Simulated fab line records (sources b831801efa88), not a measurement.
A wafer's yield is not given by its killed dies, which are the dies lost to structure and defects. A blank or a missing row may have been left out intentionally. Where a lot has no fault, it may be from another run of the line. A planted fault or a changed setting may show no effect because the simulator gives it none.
Chamber matching	flow gf180mcu	GF_V3_CMP_04 on cmp-02: 4 sister chambers
The step polishes SiO2. 4 wafers are shown with their chamber, then 8 later ones without.

== EACH WAFER AND ITS CHAMBER ==
wafer	chamber	edge-zone-pressure-frac
L719.2	1	0.995
L721.4	3	1.007
L724.5	2	1.006
L725.1	0	1.003

== WAFERS WHOSE CHAMBER IS MISSING ==
wafer	edge-zone-pressure-frac
L725.3	0.996
L725.6	1.003
L732.1	1.006
L732.4	1.002
L732.6	1.006
L734.2	0.999
L734.3	0.999
L734.4	1.000

== CHAMBER TAKEN BY EACH ==
wafer	from the rows above	in truth
L725.3	1	1
L725.6	can't be placed: 0 or 2 or 3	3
L732.1	can't be placed: 2 or 3 or 0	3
L732.4	can't be placed: 0 or 2 or 3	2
L732.6	can't be placed: 2 or 3 or 0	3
L734.2	can't be placed: 0 or 1 or 2 or 3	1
L734.3	can't be placed: 0 or 1 or 2 or 3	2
L734.4	can't be placed: 0 or 1 or 2 or 3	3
Correctly placed: 1 of 8. Unplaceable from these rows: 7, with the true chamber sitting among the candidates in 7. Placed wrongly: 0.
How it was worked out, from the rows above alone: a wafer's distance from a chamber is the root of the sum, over the readings, of the square of ((its reading less the chamber's mean) divided by the reading's scatter). The wafer belongs to the nearest chamber; if the next one is less than 2 further off, it can't be placed. The mean given for a chamber averages the wafers shown for that chamber. The scatter (one wafer shown for each chamber): square how far every hidden wafer sits from the nearest shown wafer, average those squares and take the square root.
